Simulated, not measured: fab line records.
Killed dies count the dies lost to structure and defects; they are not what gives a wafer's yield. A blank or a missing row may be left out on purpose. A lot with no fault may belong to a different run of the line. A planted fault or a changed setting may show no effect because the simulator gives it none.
fab line records || flow sky130
[record] {"lots": 4, "wafers": 12, "last_day": 49}
route steps=708 shown POLY_CUT@317 SD_P@320 RES_XHIGH@332 SD_N@342 PAD_OPEN@708
lots with no fault: from the same line, run without faults
start_h: hours from the record's opening day to when the first of the lot's shown wafers began || wait_h: how many hours have passed since the lot's step before this one || " repeats the value in the row above || L1.1+2: a row that stands for several wafers || - no value, or no start given || * or withheld: withheld || < > ~ a bound
route shown NAME@n: a module of which the file shows steps, and the number in the route of the first || usual: average and standard deviation across the fault-free wafers || same: alike in all rows || chamber/n: place in a boat || sites: the reading at each site || _std_site: their standard deviation || _edge_site: the outer-site mean with the inner-site mean subtracted || radius_mm: for every site, how far away it sits from the centre of the wafer || mask NAME#n: copy n || behind: the last tool/chamber to shape the wafer || hold: the reason the lot was held/the length of the hold in hours/how it ended || device: transistor that didn't switch, given as n, p or np || end of line: the same wafers' tests at the end of the route || for a step that has no rows: nothing shown but its recipe || killed: not the wafer's yield, but the dies lost to structure and defects at the first sort || map: a wafer's dies, x killed, . not, _ none there
set.NAME: the setting the step ran with; set.NAME@STEP: the setting that earlier step ran with || model.NAME: the simulator's own value behind a step, which no gauge read
lots at selected steps of the route; one table per step, one row per wafer
services: a tool's chamber out of use, with start hour (start_h, from the record's first day; less than 0 if before it), hours out, and reason
[[steps]]
[step SKY_POLY_CUT_ETCH_10]
[recipe] {"chemistry": "N2/H2", "target": "BARC", "ion_energy_ev": 200, "source_w": 500, "bias_w": 100, "pressure_mtorr": 30, "n2_flow_sccm": 100, "h2_flow_sccm": 200, "stop_on": "SiO2", "time_s": 45.9, "target_depth_a": 600}
[step SKY_POLY_CUT_ETCH_11]
[recipe] {"target": "Si3N4", "chemistry": "CF4/CH2F2/Ar", "stop_on": "poly-Si", "source_w": 600, "bias_w": 150, "pressure_mtorr": 40, "cf4_flow_sccm": 40, "ch2f2_flow_sccm": 20, "Ar_flow_sccm": 150, "time_s": 42.5, "target_depth_a": 600}
[step SKY_POLY_CUT_STRIP_12]
[recipe] {"chemistry": "O2/N2", "power_w": 1400, "pressure_mtorr": 1500, "platen_temp_c": "withheld", "o2_flow_sccm": 3000, "n2_flow_sccm": 300, "overash_fraction": 0.5}
[step SKY_SD_P_DEHYDRATE_00]
[recipe] {"temp_c": 200, "time_s": 60}
[step SKY_SD_P_HMDS_01]
[recipe] {"prime_time_s": 60, "prime_temp_c": 120}
[step SKY_SD_P_COAT_02]
[recipe] {"resist": "NOVOLAK", "spin_rpm": 3000, "resist_thk_nm": 1140}
[step SKY_SD_P_SOFTBAKE_03]
[recipe] {"temp_c": 90, "time_s": 60, "resist": "NOVOLAK"}
[step SKY_SD_P_EXPOSE_04]
[recipe] {"mask_id": "PSDM", "na": 0.6, "source_shape": "conventional", "sigma_outer": 0.6, "polarization": "unpolarized", "target_cd_nm": 380, "dose_mj": 138}
[step SKY_SD_P_PEB_05]
[recipe] {"temp_c": "withheld", "time_s": "*", "resist": "NOVOLAK"}
[step SKY_SD_P_DEVELOP_06]
[recipe] {"resist": "NOVOLAK", "developer": "TMAH", "develop_time_s": 60, "dev_temp_c": 23}
[step SKY_SD_P_IMPLANT_09]
[recipe] {"species": "BF2", "energy_kev": 20, "dose_cm2": 3e+15, "tilt_deg": 0}
[usual] {"dose_ions_cm2": "2.999e+15/3.2e+12"}
{"lot.wafer": "L447.1", "tool": "implanter-04", "chamber": 0, "start_h": 592.18, "wait_h": 0.0, "dose_ions_cm2": 3.001e+15}
{"lot.wafer": "L447.2", "tool": "implanter-04", "chamber": 0, "start_h": 592.18, "wait_h": 0.0, "dose_ions_cm2": 3.001e+15}
{"lot.wafer": "L447.6", "tool": "implanter-04", "chamber": 0, "start_h": 592.18, "wait_h": 0.0, "dose_ions_cm2": 2.997e+15}
{"lot.wafer": "L453.1", "tool": "implanter-04", "chamber": 0, "start_h": 655.42, "wait_h": 0.0, "dose_ions_cm2": 3.265e+15}
{"lot.wafer": "L453.4", "tool": "implanter-04", "chamber": 0, "start_h": 655.42, "wait_h": 0.0, "dose_ions_cm2": 3.27e+15}
{"lot.wafer": "L453.5", "tool": "implanter-04", "chamber": 0, "start_h": 655.42, "wait_h": 0.0, "dose_ions_cm2": 3.264e+15}
{"lot.wafer": "L455.2", "tool": "implanter-04", "chamber": 0, "start_h": 666.91, "wait_h": 0.0, "dose_ions_cm2": 3.263e+15}
{"lot.wafer": "L455.3", "tool": "implanter-04", "chamber": 0, "start_h": 666.91, "wait_h": 0.0, "dose_ions_cm2": 3.261e+15}
{"lot.wafer": "L455.5", "tool": "implanter-04", "chamber": 0, "start_h": 666.91, "wait_h": 0.0, "dose_ions_cm2": 3.261e+15}
{"lot.wafer": "L465.3", "tool": "implanter-01", "chamber": 0, "start_h": 736.78, "wait_h": 0.1, "dose_ions_cm2": 3.004e+15}
{"lot.wafer": "L465.4", "tool": "implanter-01", "chamber": 0, "start_h": 736.78, "wait_h": 0.1, "dose_ions_cm2": 2.999e+15}
{"lot.wafer": "L465.5", "tool": "implanter-01", "chamber": 0, "start_h": 736.78, "wait_h": 0.1, "dose_ions_cm2": 2.996e+15}
[step SKY_SD_P_STRIP_10]
[recipe] {"chemistry": "O2/N2", "power_w": 1400, "pressure_mtorr": 1500, "platen_temp_c": "withheld", "o2_flow_sccm": 3000, "n2_flow_sccm": 300, "overash_fraction": 0.5}
[usual] {"chamber_pressure_mTorr": "1500.0/1.4", "drypump_motor_current_A": "5.8/0.36", "oes_product_au": "0.617/0.0044", "strip_time_to_endpoint_s": "17.50/0.032"}
{"lot.wafer": "L447.1", "tool": "plasma_asher-03", "chamber": 0, "start_h": 592.33, "wait_h": 0.1, "chamber_pressure_mTorr": 1502.0, "drypump_motor_current_A": 6.4, "oes_product_au": 0.622, "rf_hours_counter_h": 15, "strip_time_to_endpoint_s": 17.46}
{"lot.wafer": "L447.2", "tool": "plasma_asher-03", "chamber": 1, "start_h": 592.33, "wait_h": 0.1, "chamber_pressure_mTorr": 1499.2, "drypump_motor_current_A": 6.0, "oes_product_au": 0.617, "rf_hours_counter_h": 15, "strip_time_to_endpoint_s": 17.47}
{"lot.wafer": "L447.6", "tool": "plasma_asher-03", "chamber": 1, "start_h": 592.33, "wait_h": 0.1, "chamber_pressure_mTorr": 1498.5, "drypump_motor_current_A": 6.0, "oes_product_au": 0.624, "rf_hours_counter_h": "-", "strip_time_to_endpoint_s": 17.48}
{"lot.wafer": "L453.1", "tool": "plasma_asher-04", "chamber": 1, "start_h": 655.57, "wait_h": 0.1, "chamber_pressure_mTorr": 1497.5, "drypump_motor_current_A": 5.9, "oes_product_au": 0.614, "rf_hours_counter_h": 81, "strip_time_to_endpoint_s": 17.69}
{"lot.wafer": "L453.4", "tool": "plasma_asher-04", "chamber": 1, "start_h": 655.57, "wait_h": 0.1, "chamber_pressure_mTorr": 1501.7, "drypump_motor_current_A": 5.9, "oes_product_au": 0.618, "rf_hours_counter_h": "-", "strip_time_to_endpoint_s": 17.68}
{"lot.wafer": "L453.5", "tool": "plasma_asher-04", "chamber": 0, "start_h": 655.57, "wait_h": 0.1, "chamber_pressure_mTorr": 1501.8, "drypump_motor_current_A": 5.3, "oes_product_au": 0.610, "rf_hours_counter_h": "-", "strip_time_to_endpoint_s": 17.66}
{"lot.wafer": "L455.2", "tool": "plasma_asher-02", "chamber": 0, "start_h": 667.03, "wait_h": 0.1, "chamber_pressure_mTorr": 1500.7, "drypump_motor_current_A": 5.9, "oes_product_au": 0.609, "rf_hours_counter_h": 55, "strip_time_to_endpoint_s": 17.64}
{"lot.wafer": "L455.3", "tool": "plasma_asher-02", "chamber": 1, "start_h": 667.03, "wait_h": 0.1, "chamber_pressure_mTorr": 1500.6, "drypump_motor_current_A": 5.6, "oes_product_au": 0.620, "rf_hours_counter_h": "-", "strip_time_to_endpoint_s": 17.66}
{"lot.wafer": "L455.5", "tool": "plasma_asher-02", "chamber": 1, "start_h": 667.03, "wait_h": 0.1, "chamber_pressure_mTorr": 1503.2, "drypump_motor_current_A": 5.6, "oes_product_au": 0.615, "rf_hours_counter_h": "-", "strip_time_to_endpoint_s": 17.66}
{"lot.wafer": "L465.3", "tool": "plasma_asher-03", "chamber": 1, "start_h": 736.91, "wait_h": 0.1, "chamber_pressure_mTorr": 1500.2, "drypump_motor_current_A": 6.0, "oes_product_au": 0.613, "rf_hours_counter_h": "-", "strip_time_to_endpoint_s": 17.50}
{"lot.wafer": "L465.4", "tool": "plasma_asher-03", "chamber": 0, "start_h": 736.91, "wait_h": 0.1, "chamber_pressure_mTorr": 1499.8, "drypump_motor_current_A": 6.4, "oes_product_au": 0.617, "rf_hours_counter_h": "-", "strip_time_to_endpoint_s": 17.50}
{"lot.wafer": "L465.5", "tool": "plasma_asher-03", "chamber": 1, "start_h": 736.91, "wait_h": 0.1, "chamber_pressure_mTorr": 1500.4, "drypump_motor_current_A": 6.0, "oes_product_au": 0.624, "rf_hours_counter_h": "-", "strip_time_to_endpoint_s": 17.51}
[step SKY_SD_P_TW_MEAS_11]
[usual] {"SD_P_TW": "2833/13"}
{"lot.wafer": "L447.1", "tool": "film_metro-01", "chamber": "-", "start_h": 592.43, "wait_h": 0.1, "SD_P_TW": 2835}
{"lot.wafer": "L447.2", "tool": "film_metro-01", "chamber": "-", "start_h": 592.43, "wait_h": 0.1, "SD_P_TW": 2827}
{"lot.wafer": "L447.6", "tool": "film_metro-01", "chamber": "-", "start_h": 592.43, "wait_h": 0.1, "SD_P_TW": 2850}
{"lot.wafer": "L453.1", "tool": "film_metro-04", "chamber": "-", "start_h": 655.67, "wait_h": 0.1, "SD_P_TW": 2868}
{"lot.wafer": "L453.4", "tool": "film_metro-04", "chamber": "-", "start_h": 655.67, "wait_h": 0.1, "SD_P_TW": 2868}
{"lot.wafer": "L453.5", "tool": "film_metro-04", "chamber": "-", "start_h": 655.67, "wait_h": 0.1, "SD_P_TW": 2866}
{"lot.wafer": "L455.2", "tool": "film_metro-01", "chamber": "-", "start_h": 667.14, "wait_h": 0.1, "SD_P_TW": 2889}
{"lot.wafer": "L455.3", "tool": "film_metro-01", "chamber": "-", "start_h": 667.14, "wait_h": 0.1, "SD_P_TW": 2884}
{"lot.wafer": "L455.5", "tool": "film_metro-01", "chamber": "-", "start_h": 667.14, "wait_h": 0.1, "SD_P_TW": 2883}
{"lot.wafer": "L465.3", "tool": "film_metro-01", "chamber": "-", "start_h": 737.00, "wait_h": 0.1, "SD_P_TW": 2803}
{"lot.wafer": "L465.4", "tool": "film_metro-01", "chamber": "-", "start_h": 737.00, "wait_h": 0.1, "SD_P_TW": 2814}
{"lot.wafer": "L465.5", "tool": "film_metro-01", "chamber": "-", "start_h": 737.00, "wait_h": 0.1, "SD_P_TW": 2821}
[step SKY_RES_XHIGH_DEHYDRATE_00]
[recipe] {"temp_c": 200, "time_s": 60}
[step SKY_RES_XHIGH_HMDS_01]
[recipe] {"prime_time_s": 60, "prime_temp_c": 120}
[step SKY_RES_XHIGH_COAT_02]
[recipe] {"resist": "NOVOLAK", "spin_rpm": 3000, "resist_thk_nm": 1140}
[step SKY_RES_XHIGH_SOFTBAKE_03]
[recipe] {"temp_c": 90, "time_s": 60, "resist": "NOVOLAK"}
[step SKY_RES_XHIGH_EXPOSE_04]
[recipe] {"mask_id": "URPM", "na": 0.6, "source_shape": "conventional", "sigma_outer": 0.6, "polarization": "unpolarized", "target_cd_nm": 1270, "dose_mj": 140}
[step SKY_RES_XHIGH_PEB_05]
[recipe] {"temp_c": "withheld", "time_s": "*", "resist": "NOVOLAK"}
[step SKY_RES_XHIGH_DEVELOP_06]
[recipe] {"resist": "NOVOLAK", "developer": "TMAH", "develop_time_s": 60, "dev_temp_c": 23}
[step SKY_RES_XHIGH_IMPLANT_07]
[recipe] {"species": "BF2", "energy_kev": 20, "dose_cm2": 3.6e+14, "tilt_deg": 0}
[step SKY_RES_XHIGH_STRIP_08]
[recipe] {"chemistry": "O2/N2", "power_w": 1400, "pressure_mtorr": 1500, "platen_temp_c": "withheld", "o2_flow_sccm": 3000, "n2_flow_sccm": 300, "overash_fraction": 0.5}
[step SKY_SD_N_DEHYDRATE_00]
[recipe] {"temp_c": 200, "time_s": 60}
[step SKY_SD_N_HMDS_01]
[recipe] {"prime_time_s": 60, "prime_temp_c": 120}
[step SKY_SD_N_COAT_02]
[recipe] {"resist": "NOVOLAK", "spin_rpm": 3000, "resist_thk_nm": 1140}
[step SKY_SD_N_SOFTBAKE_03]
[recipe] {"temp_c": 90, "time_s": 60, "resist": "NOVOLAK"}
[step SKY_SD_N_EXPOSE_04]
[recipe] {"mask_id": "NSDM", "na": 0.6, "source_shape": "conventional", "sigma_outer": 0.6, "polarization": "unpolarized", "target_cd_nm": 380, "dose_mj": 141}
[step SKY_SD_N_PEB_05]
[recipe] {"temp_c": "withheld", "time_s": "*", "resist": "NOVOLAK"}
[step SKY_SD_N_DEVELOP_06]
[recipe] {"resist": "NOVOLAK", "developer": "TMAH", "develop_time_s": 60, "dev_temp_c": 23}
[step SKY_SD_N_IMPLANT_09]
[recipe] {"species": "As", "energy_kev": 50, "dose_cm2": 4e+15, "tilt_deg": 0}
[step SKY_SD_N_IMPLANT_10]
[recipe] {"species": "P", "energy_kev": 20, "dose_cm2": 1e+14, "tilt_deg": 0}
[step SKY_SD_N_STRIP_11]
[recipe] {"chemistry": "O2/N2", "power_w": 1400, "pressure_mtorr": 1500, "platen_temp_c": "withheld", "o2_flow_sccm": 3000, "n2_flow_sccm": 300, "overash_fraction": 0.5}
[step SKY_SD_N_CLEAN_13]
[recipe] {"chemistry": "SC1/SC2", "mix": "1:4:20", "temp_c": 70, "time_s": 150, "dry": "n2_spin"}
[step SKY_SD_N_RTA_14]
[recipe] {"temp_c": 1075, "time_s": 2, "idle_temp_c": 650, "ramp_up_c_per_s": 150, "ramp_down_c_per_s": 90, "ambient": "N2"}
[step SKY_SD_N_RS_MEAS_17]
[recipe] {"thk_meas_gauge": "four-point-probe"}
[usual] {"SD_P_RS": "147.0/0.41"}
{"lot.wafer": "L447.1", "tool": "film_metro-02", "chamber": "-", "start_h": 653.42, "wait_h": 0.1, "SD_P_RS[ohm/sq]": 146.9}
{"lot.wafer": "L447.2", "tool": "film_metro-02", "chamber": "-", "start_h": 653.42, "wait_h": 0.1, "SD_P_RS[ohm/sq]": 146.9}
{"lot.wafer": "L447.6", "tool": "film_metro-02", "chamber": "-", "start_h": 653.42, "wait_h": 0.1, "SD_P_RS[ohm/sq]": 147.1}
{"lot.wafer": "L453.1", "tool": "film_metro-01", "chamber": "-", "start_h": 714.67, "wait_h": 0.1, "SD_P_RS[ohm/sq]": 146.1}
{"lot.wafer": "L453.4", "tool": "film_metro-01", "chamber": "-", "start_h": 714.67, "wait_h": 0.1, "SD_P_RS[ohm/sq]": 146.3}
{"lot.wafer": "L453.5", "tool": "film_metro-01", "chamber": "-", "start_h": 714.67, "wait_h": 0.1, "SD_P_RS[ohm/sq]": 146.1}
{"lot.wafer": "L455.2", "tool": "film_metro-04", "chamber": "-", "start_h": 725.39, "wait_h": 0.1, "SD_P_RS[ohm/sq]": 145.3}
{"lot.wafer": "L455.3", "tool": "film_metro-04", "chamber": "-", "start_h": 725.39, "wait_h": 0.1, "SD_P_RS[ohm/sq]": 145.2}
{"lot.wafer": "L455.5", "tool": "film_metro-04", "chamber": "-", "start_h": 725.39, "wait_h": 0.1, "SD_P_RS[ohm/sq]": 145.2}
{"lot.wafer": "L465.3", "tool": "film_metro-04", "chamber": "-", "start_h": 794.26, "wait_h": 0.1, "SD_P_RS[ohm/sq]": 147.5}
{"lot.wafer": "L465.4", "tool": "film_metro-04", "chamber": "-", "start_h": 794.26, "wait_h": 0.1, "SD_P_RS[ohm/sq]": 147.3}
{"lot.wafer": "L465.5", "tool": "film_metro-04", "chamber": "-", "start_h": 794.26, "wait_h": 0.1, "SD_P_RS[ohm/sq]": 147.0}
[step SKY_PAD_OPEN_PROBE_99]
[usual] {"killed_at_M0_to_M3": "44/7.1", "killed_at_M4_up": "3.3/1.8", "killed_at_contacts": "24/5.1", "killed_at_front_end": "16/4.7", "killed_at_other": "0.3/0.52", "killed_dies": "87/9.7", "killed_open": "47/6.8", "killed_short": "39/6.7"}
[same] {"gross_dies": 492, "killed_at_back_side": 0}
{"lot.wafer": "L447.1", "tool": "prober-01", "chamber": "-", "start_h": 1081.75, "wait_h": 0.1, "killed_at_M0_to_M3": 43, "killed_at_M4_up": 3, "killed_at_contacts": 25, "killed_at_front_end": 18, "killed_at_other": 0, "killed_dies": 89, "killed_open": 44, "killed_short": 45, "model.etest.res_high_po.line_ohm_um": 740.3, "model.etest.licon_high_po.rc_ohm": 348.6, "model.etest.res_high_po.rs_ohm_sq": 259.5, "model.etest.res_pdiff_hv.rs_ohm_sq": 196.6, "model.etest.res_pdiff.rs_ohm_sq": 200.8}
{"lot.wafer": "L447.2", "tool": "prober-01", "chamber": "-", "start_h": 1081.80, "wait_h": 0.1, "killed_at_M0_to_M3": 40, "killed_at_M4_up": 5, "killed_at_contacts": 23, "killed_at_front_end": 17, "killed_at_other": 0, "killed_dies": 85, "killed_open": 56, "killed_short": 29, "model.etest.res_high_po.line_ohm_um": 739, "model.etest.licon_high_po.rc_ohm": 358.4, "model.etest.res_high_po.rs_ohm_sq": 258.5, "model.etest.res_pdiff_hv.rs_ohm_sq": 195.1, "model.etest.res_pdiff.rs_ohm_sq": 200.8}
{"lot.wafer": "L447.6", "tool": "prober-01", "chamber": "-", "start_h": 1082.00, "wait_h": 0.2, "killed_at_M0_to_M3": 32, "killed_at_M4_up": 3, "killed_at_contacts": 21, "killed_at_front_end": 15, "killed_at_other": 1, "killed_dies": 72, "killed_open": 39, "killed_short": 33, "model.etest.res_high_po.line_ohm_um": 733.2, "model.etest.licon_high_po.rc_ohm": 338.2, "model.etest.res_high_po.rs_ohm_sq": 257.3, "model.etest.res_pdiff_hv.rs_ohm_sq": 196.6, "model.etest.res_pdiff.rs_ohm_sq": 202}
{"lot.wafer": "L453.1", "tool": "prober-01", "chamber": "-", "start_h": 1123.96, "wait_h": 0.1, "killed_at_M0_to_M3": 38, "killed_at_M4_up": 5, "killed_at_contacts": 31, "killed_at_front_end": 16, "killed_at_other": 1, "killed_dies": 91, "killed_open": 48, "killed_short": 43, "model.etest.res_high_po.line_ohm_um": 724.1, "model.etest.licon_high_po.rc_ohm": 316.9, "model.etest.res_high_po.rs_ohm_sq": 252.6, "model.etest.res_pdiff_hv.rs_ohm_sq": 188.3, "model.etest.res_pdiff.rs_ohm_sq": 191.9}
{"lot.wafer": "L453.4", "tool": "prober-01", "chamber": "-", "start_h": 1124.11, "wait_h": 0.2, "killed_at_M0_to_M3": 51, "killed_at_M4_up": 1, "killed_at_contacts": 25, "killed_at_front_end": 13, "killed_at_other": 0, "killed_dies": 90, "killed_open": 56, "killed_short": 34, "model.etest.res_high_po.line_ohm_um": 708.6, "model.etest.licon_high_po.rc_ohm": 320.6, "model.etest.res_high_po.rs_ohm_sq": 248.4, "model.etest.res_pdiff_hv.rs_ohm_sq": 189.3, "model.etest.res_pdiff.rs_ohm_sq": 193.8}
{"lot.wafer": "L453.5", "tool": "prober-01", "chamber": "-", "start_h": 1124.16, "wait_h": 0.2, "killed_at_M0_to_M3": 46, "killed_at_M4_up": 3, "killed_at_contacts": 24, "killed_at_front_end": 31, "killed_at_other": 2, "killed_dies": 106, "killed_open": 53, "killed_short": 51, "model.etest.res_high_po.line_ohm_um": 715.4, "model.etest.licon_high_po.rc_ohm": 316.2, "model.etest.res_high_po.rs_ohm_sq": 253.1, "model.etest.res_pdiff_hv.rs_ohm_sq": 187.5, "model.etest.res_pdiff.rs_ohm_sq": 194.3}
{"lot.wafer": "L455.2", "tool": "prober-01", "chamber": "-", "start_h": 1132.46, "wait_h": 0.1, "killed_at_M0_to_M3": 42, "killed_at_M4_up": 1, "killed_at_contacts": 28, "killed_at_front_end": 16, "killed_at_other": 1, "killed_dies": 88, "killed_open": 56, "killed_short": 32, "model.etest.res_high_po.line_ohm_um": 721.2, "model.etest.licon_high_po.rc_ohm": 329.1, "model.etest.res_high_po.rs_ohm_sq": 250.8, "model.etest.res_pdiff_hv.rs_ohm_sq": 187.7, "model.etest.res_pdiff.rs_ohm_sq": 194.1}
{"lot.wafer": "L455.3", "tool": "prober-01", "chamber": "-", "start_h": 1132.51, "wait_h": 0.2, "killed_at_M0_to_M3": 39, "killed_at_M4_up": 2, "killed_at_contacts": 28, "killed_at_front_end": 16, "killed_at_other": 0, "killed_dies": 85, "killed_open": 46, "killed_short": 39, "model.etest.res_high_po.line_ohm_um": 721.4, "model.etest.licon_high_po.rc_ohm": 305, "model.etest.res_high_po.rs_ohm_sq": 246.7, "model.etest.res_pdiff_hv.rs_ohm_sq": 187.1, "model.etest.res_pdiff.rs_ohm_sq": 191.8}
{"lot.wafer": "L455.5", "tool": "prober-01", "chamber": "-", "start_h": 1132.61, "wait_h": 0.2, "killed_at_M0_to_M3": 39, "killed_at_M4_up": 9, "killed_at_contacts": 25, "killed_at_front_end": 15, "killed_at_other": 0, "killed_dies": 88, "killed_open": 52, "killed_short": 36, "model.etest.res_high_po.line_ohm_um": 724.8, "model.etest.licon_high_po.rc_ohm": 312, "model.etest.res_high_po.rs_ohm_sq": 247.6, "model.etest.res_pdiff_hv.rs_ohm_sq": 187, "model.etest.res_pdiff.rs_ohm_sq": 193.7}
{"lot.wafer": "L465.3", "tool": "prober-01", "chamber": "-", "start_h": 1175.94, "wait_h": 0.2, "killed_at_M0_to_M3": 40, "killed_at_M4_up": 0, "killed_at_contacts": 37, "killed_at_front_end": 16, "killed_at_other": 1, "killed_dies": 94, "killed_open": 50, "killed_short": 44, "model.etest.res_high_po.line_ohm_um": 756.3, "model.etest.licon_high_po.rc_ohm": 355.9, "model.etest.res_high_po.rs_ohm_sq": 261.6, "model.etest.res_pdiff_hv.rs_ohm_sq": 191.6, "model.etest.res_pdiff.rs_ohm_sq": 197.9}
{"lot.wafer": "L465.4", "tool": "prober-01", "chamber": "-", "start_h": 1175.99, "wait_h": 0.2, "killed_at_M0_to_M3": 32, "killed_at_M4_up": 3, "killed_at_contacts": 26, "killed_at_front_end": 10, "killed_at_other": 0, "killed_dies": 71, "killed_open": 46, "killed_short": 25, "model.etest.res_high_po.line_ohm_um": 729.6, "model.etest.licon_high_po.rc_ohm": 354.8, "model.etest.res_high_po.rs_ohm_sq": 258.8, "model.etest.res_pdiff_hv.rs_ohm_sq": 190.6, "model.etest.res_pdiff.rs_ohm_sq": 197.6}
{"lot.wafer": "L465.5", "tool": "prober-01", "chamber": "-", "start_h": 1176.04, "wait_h": 0.2, "killed_at_M0_to_M3": 37, "killed_at_M4_up": 3, "killed_at_contacts": 20, "killed_at_front_end": 19, "killed_at_other": 0, "killed_dies": 79, "killed_open": 42, "killed_short": 37, "model.etest.res_high_po.line_ohm_um": 761.4, "model.etest.licon_high_po.rc_ohm": 335.5, "model.etest.res_high_po.rs_ohm_sq": 264.1, "model.etest.res_pdiff_hv.rs_ohm_sq": 191.6, "model.etest.res_pdiff.rs_ohm_sq": 194.5}
// killed by level:class
L447.1 VIA1:geometric_particle:open=9 CONTACT:geometric_particle:open=8 CONTACT:geometric_particle:short=7 VIA1:geometric_particle:short=7 FIELD_ISO:geometric_particle:short=6 VIA3:geometric_particle:open=6 VIA2:geometric_particle:open=5 POLY_GATE:geometric_particle:open=4
L447.2 VIA2:geometric_particle:open=11 VIA1:geometric_particle:open=9 CONTACT:geometric_particle:open=8 LI_CONTACT:geometric_particle:open=7 METAL1:geometric_particle:short=5 FIELD_ISO:geometric_particle:open=4 POLY_GATE:geometric_particle:open=4 LI_CONTACT:geometric_particle:short=3
L447.6 CONTACT:geometric_particle:open=12 VIA1:geometric_particle:open=7 VIA1:geometric_particle:short=6 SPACER:geometric_particle:open=4 LI_CONTACT:geometric_particle:open=4 METAL1:geometric_particle:short=4 VIA2:geometric_particle:open=3 VIA3:geometric_particle:open=3
L453.1 VIA1:geometric_particle:open=8 CONTACT:geometric_particle:open=8 LOCAL_INTERCONNECT:geometric_particle:short=7 VIA3:geometric_particle:open=6 LI_CONTACT:geometric_particle:short=5 LI_CONTACT:geometric_particle:open=5 VIA1:geometric_particle:short=5 FIELD_ISO:geometric_particle:open=4
L453.4 VIA1:geometric_particle:open=17 VIA2:geometric_particle:open=13 CONTACT:geometric_particle:open=7 LI_CONTACT:geometric_particle:open=5 LOCAL_INTERCONNECT:geometric_particle:short=5 LI_CONTACT:geometric_particle:short=4 METAL1:geometric_particle:short=4 VIA1:geometric_particle:short=4
L453.5 FIELD_ISO:geometric_particle:open=11 METAL2:geometric_particle:short=8 VIA1:geometric_particle:open=8 VIA2:geometric_particle:open=8 CONTACT:geometric_particle:short=7 LI_CONTACT:geometric_particle:open=6 CONTACT:geometric_particle:open=6 FIELD_ISO:geometric_particle:short=5
L455.2 VIA1:geometric_particle:open=11 CONTACT:geometric_particle:open=10 VIA2:geometric_particle:open=9 VIA3:geometric_particle:open=9 LI_CONTACT:geometric_particle:open=8 POLY_GATE:geometric_particle:open=5 LOCAL_INTERCONNECT:geometric_particle:short=5 CONTACT:geometric_particle:short=5
L455.3 VIA1:geometric_particle:open=11 LOCAL_INTERCONNECT:geometric_particle:short=8 CONTACT:geometric_particle:open=7 LI_CONTACT:geometric_particle:open=6 POLY_GATE:geometric_particle:open=5 CONTACT:geometric_particle:short=5 VIA3:geometric_particle:open=5 VIA1:geometric_particle:short=4
L455.5 VIA1:geometric_particle:open=11 VIA3:geometric_particle:open=9 VIA2:geometric_particle:open=8 CONTACT:geometric_particle:short=7 LI_CONTACT:geometric_particle:open=6 CONTACT:geometric_particle:open=6 METAL4:geometric_particle:short=5 POLY_GATE:geometric_particle:open=4
L465.3 CONTACT:geometric_particle:open=17 LI_CONTACT:geometric_particle:open=8 METAL1:geometric_particle:short=6 VIA1:geometric_particle:open=6 VIA1:geometric_particle:short=6 METAL2:geometric_particle:short=6 FIELD_ISO:geometric_particle:open=5 LI_CONTACT:geometric_particle:short=5
L465.4 CONTACT:geometric_particle:open=12 VIA1:geometric_particle:short=8 LI_CONTACT:geometric_particle:open=7 VIA3:geometric_particle:open=6 VIA1:geometric_particle:open=5 CONTACT:geometric_particle:short=3 POLY_GATE:geometric_particle:open=3 LOCAL_INTERCONNECT:geometric_particle:short=3
L465.5 CONTACT:geometric_particle:open=9 VIA1:geometric_particle:open=8 FIELD_ISO:geometric_particle:short=6 VIA3:geometric_particle:open=6 POLY_GATE:geometric_particle:short=5 LI_CONTACT:geometric_particle:open=5 FIELD_ISO:geometric_particle:open=4 VIA2:geometric_particle:open=4
[[services]]
{"tool": "implanter-04", "chamber": "-", "start_h": 575.68, "hours": 0.8, "kind": "repair"}
{"tool": "plasma_asher-03", "chamber": "-", "start_h": 596.08, "hours": 0.3, "kind": "repair"}
{"tool": "plasma_asher-02", "chamber": "-", "start_h": 597.09, "hours": 2.9, "kind": "repair"}
{"tool": "implanter-04", "chamber": "-", "start_h": 597.81, "hours": 5.1, "kind": "repair"}
{"tool": "plasma_asher-03", "chamber": "-", "start_h": 642.81, "hours": 1.4, "kind": "repair"}
{"tool": "implanter-01", "chamber": "-", "start_h": 652.11, "hours": 2.4, "kind": "repair"}
{"tool": "implanter-01", "chamber": "-", "start_h": 658.25, "hours": 3.8, "kind": "repair"}
{"tool": "plasma_asher-03", "chamber": "-", "start_h": 659.61, "hours": 1.0, "kind": "repair"}
{"tool": "plasma_asher-04", "chamber": "-", "start_h": 669.30, "hours": 2.4, "kind": "repair"}
{"tool": "implanter-04", "chamber": "-", "start_h": 693.49, "hours": 2.7, "kind": "repair"}
[[key]]
[first_sign] {"step": "SKY_SD_P_IMPLANT_09", "reading": "dose_ions_cm2", "direction": "up", "sigmas": 83, "usual": "*", "struck": "*"}
[effect] {"step": "SKY_SD_P_STRIP_10", "reading": "strip_time_to_endpoint_s", "direction": "up", "sigmas": 5.2, "usual": "*", "struck": "*"}
[effect] {"step": "SKY_SD_P_TW_MEAS_11", "reading": "SD_P_TW", "direction": "up", "sigmas": 3.4, "usual": 2833, "struck": 2876}
[effect] {"step": "SKY_SD_N_RS_MEAS_17", "reading": "SD_P_RS", "direction": "down", "sigmas": 3.2, "usual": 147.0, "struck": 145.7}
[model_effect] {"step": "SKY_PAD_OPEN_PROBE_99", "value": "etest.res_high_po.line_ohm_um", "without": 759.6, "struck": 719.2}
met_at SKY_SD_P_IMPLANT_09
struck_wafers L453.1,L453.4,L453.5,L455.2,L455.3,L455.5
tester_left_out L453,L455
onset_between 592.18 655.42
[fault] {"kind": "process_parameter_drift", "tool": "implanter-04", "chamber": "-", "onset_h": 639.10, "steps": "SKY_SD_P_IMPLANT_09", "channel": "dose_cm2", "offset": "*", "shape": "step", "end_h": 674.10, "acts_in": "*", "stated": "*"}
// tester_left_out: of these lots the tester's yield and bins aren't shown, on N5 and GAA mostly nor the transistor test; their killed dies are dies lost to structure and defects alone, not to doping, threshold or leakage, so they don't give the yield
